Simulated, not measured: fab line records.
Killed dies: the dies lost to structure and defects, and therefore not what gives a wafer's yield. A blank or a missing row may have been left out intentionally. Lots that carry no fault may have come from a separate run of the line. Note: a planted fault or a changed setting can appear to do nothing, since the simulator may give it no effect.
Split-lot trial / flow sky130 / 23 wafers read from 5 lots, route of 708 steps

THE SPLIT ITSELF
At SKY_VT_ADJUST_HVTR_STRIP_10 (strips in O2/N2), the setting power w was moved away from the recipe's 1400 W on 7 of the 23 wafers read, by -7.1% to +11.3%. This setting was run at the recipe's value on the other wafers.

The split's own step is where the reading is taken.

THE READING
oes product au, in a.u., at SKY_VT_ADJUST_HVTR_STRIP_10 (strips in O2/N2). Typical for fault-free wafers on this fab line: 0.716 a.u., with standard deviation 0.0049 a.u.

wafer=L074.1; tool, chamber at the split=plasma asher-01, 1; power w as run, W=1301; against the recipe=-7.1%; oes product au, a.u.=0.683; against lot-mates on the recipe=-0.037
wafer=L074.2; tool, chamber at the split=plasma asher-01, 0; power w as run, W=1400; against the recipe=recipe; oes product au, a.u.=0.717; against lot-mates on the recipe=-
wafer=L074.3; tool, chamber at the split=plasma asher-01, 0; power w as run, W=1400; against the recipe=recipe; oes product au, a.u.=0.721; against lot-mates on the recipe=-
wafer=L074.5; tool, chamber at the split=plasma asher-01, 1; power w as run, W=1400; against the recipe=recipe; oes product au, a.u.=0.721; against lot-mates on the recipe=-
wafer=L074.6; tool, chamber at the split=plasma asher-01, 0; power w as run, W=1301; against the recipe=-7.1%; oes product au, a.u.=0.685; against lot-mates on the recipe=-0.035
wafer=L077.1; tool, chamber at the split=plasma asher-03, 1; power w as run, W=1558; against the recipe=+11.3%; oes product au, a.u.=0.755; against lot-mates on the recipe=+0.038
wafer=L077.2; tool, chamber at the split=plasma asher-03, 0; power w as run, W=1400; against the recipe=recipe; oes product au, a.u.=0.718; against lot-mates on the recipe=-
wafer=L077.3; tool, chamber at the split=plasma asher-03, 0; power w as run, W=1400; against the recipe=recipe; oes product au, a.u.=0.714; against lot-mates on the recipe=-
wafer=L077.4; tool, chamber at the split=plasma asher-03, 1; power w as run, W=1558; against the recipe=+11.3%; oes product au, a.u.=0.766; against lot-mates on the recipe=+0.049
wafer=L077.5; tool, chamber at the split=plasma asher-03, 0; power w as run, W=1400; against the recipe=recipe; oes product au, a.u.=0.718; against lot-mates on the recipe=-
wafer=L079.2; tool, chamber at the split=plasma asher-03, 1; power w as run, W=1400; against the recipe=recipe; oes product au, a.u.=0.727; against lot-mates on the recipe=-
wafer=L079.3; tool, chamber at the split=plasma asher-03, 1; power w as run, W=1307; against the recipe=-6.6%; oes product au, a.u.=0.693; against lot-mates on the recipe=-0.033
wafer=L079.4; tool, chamber at the split=plasma asher-03, 0; power w as run, W=1307; against the recipe=-6.6%; oes product au, a.u.=0.691; against lot-mates on the recipe=-0.035
wafer=L079.5; tool, chamber at the split=plasma asher-03, 1; power w as run, W=1400; against the recipe=recipe; oes product au, a.u.=0.725; against lot-mates on the recipe=-
wafer=L079.6; tool, chamber at the split=plasma asher-03, 0; power w as run, W=1307; against the recipe=-6.6%; oes product au, a.u.=0.689; against lot-mates on the recipe=-0.037
wafer=L080.1; tool, chamber at the split=plasma asher-01, 0; power w as run, W=1400; against the recipe=recipe; oes product au, a.u.=0.707; against lot-mates on the recipe=-
wafer=L080.2; tool, chamber at the split=plasma asher-01, 1; power w as run, W=1400; against the recipe=recipe; oes product au, a.u.=0.714; against lot-mates on the recipe=-
wafer=L080.3; tool, chamber at the split=plasma asher-01, 0; power w as run, W=1400; against the recipe=recipe; oes product au, a.u.=0.710; against lot-mates on the recipe=-
wafer=L080.4; tool, chamber at the split=plasma asher-01, 1; power w as run, W=1400; against the recipe=recipe; oes product au, a.u.=0.710; against lot-mates on the recipe=-
wafer=L080.5; tool, chamber at the split=plasma asher-01, 0; power w as run, W=1400; against the recipe=recipe; oes product au, a.u.=0.717; against lot-mates on the recipe=-
wafer=L082.4; tool, chamber at the split=plasma asher-03, 1; power w as run, W=1400; against the recipe=recipe; oes product au, a.u.=0.718; against lot-mates on the recipe=-
wafer=L082.5; tool, chamber at the split=plasma asher-03, 1; power w as run, W=1400; against the recipe=recipe; oes product au, a.u.=0.718; against lot-mates on the recipe=-
wafer=L082.6; tool, chamber at the split=plasma asher-03, 0; power w as run, W=1400; against the recipe=recipe; oes product au, a.u.=0.719; against lot-mates on the recipe=-

THE FIT
A straight line over all 23 wafers: oes product au changes by +0.00403 a.u. for each +1% of power w; r = +0.97; the points scatter about the line by 0.0051 a.u.
The same after taking each lot's own level away (the mean of its wafers on the recipe; 23 wafers): +0.00446 a.u. for each +1%; r = +0.98; scatter 0.0038 a.u.
Per that fit: largest power w move, reading shift of 0.05 a.u.
Measured against the standard deviation above, the lots' own levels, which go from 0.7116 to 0.7260 a.u., span 2.9 times it.
Hence the lot-to-lot level has little effect on the slope; both slopes agree.
Check: with one of the wafers moved furthest among these (+11.3%) left out of the fit, the line predicts +0.0539 a.u. for it against its lot-mates. It came out at +0.0383 a.u. against them.
Tool readings at the split's step, against how far the setting was moved: oes product au r = +0.97; strip time to endpoint s r = -0.99.

ADDITIONAL SPLITS CARRIED BY THESE WAFERS
These wafers also went through other splits before the reading. Each is held against what the fit with the lots' levels taken away leaves over:
other split on the same wafers=SKY_VT_ADJUST_HVTP_SOFTBAKE_03 temp c; wafers away from the commonest value=10; r with oes product au (lot level and that fit taken away)=+0.19
other split on the same wafers=SKY_VT_ADJUST_LVTN_IMPLANT_08 energy kev; wafers away from the commonest value=11; r with oes product au (lot level and that fit taken away)=+0.01

THE WHOLE CHAIN: every reading that the file lists as answering this split, in the file's order
step=SKY_VT_ADJUST_HVTR_STRIP_10; what it does=strips in O2/N2; reading=oes product au; change (the file's fit)=+0.00443 a.u. for each +1% of the setting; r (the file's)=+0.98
step=SKY_VT_ADJUST_HVTR_STRIP_10; what it does=strips in O2/N2; reading=strip time to endpoint s; change (the file's fit)=withheld for each +1% of the setting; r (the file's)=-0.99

FILE'S OWN FIT
oes product au changes by +0.00443 a.u. for each +1% of power w, r = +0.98.
